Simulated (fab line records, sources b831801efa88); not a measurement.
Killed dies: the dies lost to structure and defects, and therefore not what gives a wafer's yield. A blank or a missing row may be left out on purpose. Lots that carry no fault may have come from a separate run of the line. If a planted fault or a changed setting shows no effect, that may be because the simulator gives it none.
A lot that was struck, set against a sound lot | flow sfq line | 42 steps out of a route of 325
Sound: the wafers L674.2, L674.4, L674.5. Struck: wafer L677.1 (L677.4, L677.6, from the same lot, were not struck and are left out); the cause is given at the end.
At each step with rows: each side's tool, then ch and its chambers, then its first start. Under that, the readings that differ: sound wafers | struck wafers | difference of the means | sigmas: that difference in standard deviations of wafers without a fault.
alike: a reading whose means differ by less than 2 such deviations, as well as words and numbers matching on both sides. not compared: withheld readings; readings where some wafer has no value; bounds like >300 that might hide an equal value; numbers whose values overlap and for which the record gives no deviation.
A row with sigmas, a row that says differs or no value, or rows on one side alone: a step with any of these is where the two part. Non-overlapping numbers with no deviation appear without sigmas and do not part them. A reading missing from all wafers of one side parts the sides only when that side holds two or more wafers.

first, 6 steps without rows for these wafers: SFQ_TRILAYER_I0_VIA_LITHO_COAT_036 (resist thk 62 nm); SFQ_TRILAYER_I0_VIA_LITHO_COAT_031 (resist thk 650 nm); SFQ_TRILAYER_I0_VIA_LITHO_SOFTBAKE_035; SFQ_TRILAYER_I0_VIA_LITHO_EXPOSE_032 (exposes mask I0, target cd 500 nm); SFQ_TRILAYER_I0_VIA_LITHO_PEB_034 (peb time 60 s); SFQ_TRILAYER_I0_VIA_LITHO_DEVELOP_033 (time 60 s).
SFQ_I0_OVL_MEAS_908:
  sound on overlay-02 at day 11 07:05; struck on overlay-02 at day 12 01:05
  reading     | sound    | struck | difference | sigmas
  I0_OVL (nm) | -1 -3 -5 | 9      | +12        | +2
then, 2 steps without rows for these wafers: SFQ_TRILAYER_I0_VIA_BARC_OPEN_VIA_ETCH_046 (etches BARC in O2, target depth 125 nm, time 41.7 s); SFQ_TRILAYER_I0_VIA_ETCH_VIA_ETCH_034 (etches SiO2 in CHF3, stops on Nb, target depth 260 nm).
SFQ_TRILAYER_I0_VIA_STRIP_STRIP_035: strips in O2.
  sound on rie metal-01 ch 0,1, day 11 07:16; struck on rie metal-02 ch 0, day 12 01:16
  alike: drypump motor current A, oes product au
  not compared: rf hours counter h
then, 2 steps without rows for these wafers: SFQ_TRILAYER_I0_VIA_STRIP_SOLV_CLEAN_036 (cleans in NMP, time 600 s); SFQ_TRILAYER_M1_DEP_PRE_CLEAN_038 (time 22.5 s).
SFQ_TRILAYER_M1_DEP_SPUTTER_037: material Nb, target thk 200 nm, time 133.3 s.
  sound on pvd sputter-04 at day 11 08:05; struck on pvd sputter-03 at day 12 02:05
  reading                                             | sound           | struck | difference | sigmas
  model.Nb_of_TRILAYER_M1_DEP_SPUTTER_037.thk nm (nm) | 200.3 200 201.1 | 162.9  | -37.6      |
  alike: throttle valve pct
SFQ_M1_RS_MEAS_909: uses a four-point probe to measure.
  sound on film metro-01 at day 11 08:11; struck on film metro-01 at day 12 02:10
  reading           | sound             | struck | difference | sigmas
  M1_NB_RS (ohm/sq) | 0.890 0.889 0.886 | 1.095  | +0.207     | +22
then, 6 steps without rows for these wafers: SFQ_TRILAYER_M1_LITHO_COAT_044 (resist thk 62 nm); SFQ_TRILAYER_M1_LITHO_COAT_039 (resist thk 600 nm); SFQ_TRILAYER_M1_LITHO_SOFTBAKE_043; SFQ_TRILAYER_M1_LITHO_EXPOSE_040 (exposes mask M1, target cd 500 nm); SFQ_TRILAYER_M1_LITHO_PEB_042 (peb time 60 s); SFQ_TRILAYER_M1_LITHO_DEVELOP_041 (time 60 s).
-- the record jumps here: 3 days lie between the struck wafers' starts before and after --
SFQ_M1_OVL_MEAS_911:
  sound on overlay-02 at day 14 03:35; struck on overlay-01 at day 15 01:10
  alike: M1_OVL
then, 1 step without rows for these wafers: SFQ_TRILAYER_M1_BARC_OPEN_METAL_ETCH_054 (etches BARC in O2, target depth 125 nm, time 41.7 s).
SFQ_TRILAYER_M1_ETCH_METAL_ETCH_042: etches Nb in Cl2/Ar, stops on SiO2, target depth 240 nm, time 120 s.
  sound on rie metal-03 ch 0,1, day 14 03:40; struck on rie metal-04 ch 1, day 15 01:20
  reading               | sound             | struck | difference | sigmas
  oes product au (a.u.) | 0.894 0.895 0.894 | 0.794  | -0.100     | -14
  alike: drypump motor current A
  not compared: rf hours counter h
then, 2 steps without rows for these wafers: SFQ_TRILAYER_M1_STRIP_STRIP_043 (strips in O2); SFQ_TRILAYER_M1_STRIP_SOLV_CLEAN_044 (cleans in NMP, time 600 s).
SFQ_TRILAYER_I1_DEP_PECVD_045: deposits SiO2 from SiH4/N2O, time 111.11 s, target thk 500 nm.
  sound on pecvd-02 ch 0,1,2, day 14 04:44; struck on pecvd-04 ch 2, day 15 02:57
  reading                | sound          | struck | difference | sigmas
  throttle valve pct (%) | 25.1 24.8 26.2 | 23.0   | -2.4       | -3
  alike: heater power w
  not compared: since wet clean h
SFQ_TRILAYER_I1_CMP_CMP_046: polishes SiO2.
  sound on cmp-01 ch 0,1, day 14 04:49; struck on cmp-02 ch 0, day 15 05:46
  reading                | sound       | struck | difference | sigmas
  time to endpoint s (s) | 212 218 217 | 234    | +18        | +2
  alike: motor current A
SFQ_I1_BOW_MEAS_912:
  sound on film metro-04 at day 14 07:50; struck on film metro-03 at day 15 08:46
  alike: I1_BOW
then, 7 steps without rows for these wafers: SFQ_TRILAYER_I1_METRO_MEASURE_047; SFQ_TRILAYER_I1_VIA_LITHO_COAT_054 (resist thk 62 nm); SFQ_TRILAYER_I1_VIA_LITHO_COAT_049 (resist thk 650 nm); SFQ_TRILAYER_I1_VIA_LITHO_SOFTBAKE_053; SFQ_TRILAYER_I1_VIA_LITHO_EXPOSE_050 (exposes mask I1, target cd 500 nm); SFQ_TRILAYER_I1_VIA_LITHO_PEB_052 (peb time 60 s); SFQ_TRILAYER_I1_VIA_LITHO_DEVELOP_051 (time 60 s).
-- the record jumps here: 4 days lie between the struck wafers' starts before and after --
SFQ_I1_OVL_MEAS_913:
  sound on overlay-01 at day 18 01:16; struck on overlay-02 at day 19 03:13
  alike: I1_OVL
SFQ_TRILAYER_I1_VIA_BARC_OPEN_VIA_ETCH_071: etches BARC in O2, target depth 125 nm, time 41.7 s.
  sound on rie diel-04 ch 0,2, day 18 01:17; struck on rie diel-01 ch 3, day 19 03:14
  alike: drypump motor current A, oes product au
  not compared: rf hours counter h
then, 1 step without rows for these wafers: SFQ_TRILAYER_I1_VIA_ETCH_VIA_ETCH_052 (etches SiO2 in CHF3, stops on Nb, target depth 260 nm).
SFQ_TRILAYER_I1_VIA_STRIP_STRIP_053: strips in O2.
  sound on rie metal-01 ch 0,1, day 18 01:27; struck on rie metal-01 ch 1, day 19 03:24
  alike: drypump motor current A, oes product au
  not compared: rf hours counter h
then, 2 steps without rows for these wafers: SFQ_TRILAYER_I1_VIA_STRIP_SOLV_CLEAN_054 (cleans in NMP, time 600 s); SFQ_TRILAYER_M2_DEP_PRE_CLEAN_056 (time 22.5 s).
-- the record jumps here: 54 days lie between the struck wafers' starts before and after --
SFQ_M8_BOW_MEAS_951:
  sound on film metro-04 at day 72 18:16; struck on film metro-02 at day 73 00:14
  reading                 | sound                | struck | difference | sigmas
  model.etest.m1.ohm um   | 1.771 1.783 1.768    | 2.179  | +0.405     |
  model.etest.i0.link ohm | 1.939 1.949 1.927    | 2.211  | +0.273     |
  model.etest.m1.ohm sq   | 0.8873 0.8887 0.8835 | 1.091  | +0.205     |
  model.etest.i1.link ohm | 1.967 1.959 1.943    | 2.179  | +0.223     |
  alike: M8_BOW

## WHERE THEY PART
Earliest at SFQ_I0_OVL_MEAS_908; latest, in this record, at SFQ_TRILAYER_I1_CMP_CMP_046. Later steps at which nothing parts them and some readings are alike: SFQ_I1_BOW_MEAS_912, SFQ_I1_OVL_MEAS_913, SFQ_TRILAYER_I1_VIA_BARC_OPEN_VIA_ETCH_071, SFQ_TRILAYER_I1_VIA_STRIP_STRIP_053, SFQ_M8_BOW_MEAS_951.

WHY: what had been put in by the simulator
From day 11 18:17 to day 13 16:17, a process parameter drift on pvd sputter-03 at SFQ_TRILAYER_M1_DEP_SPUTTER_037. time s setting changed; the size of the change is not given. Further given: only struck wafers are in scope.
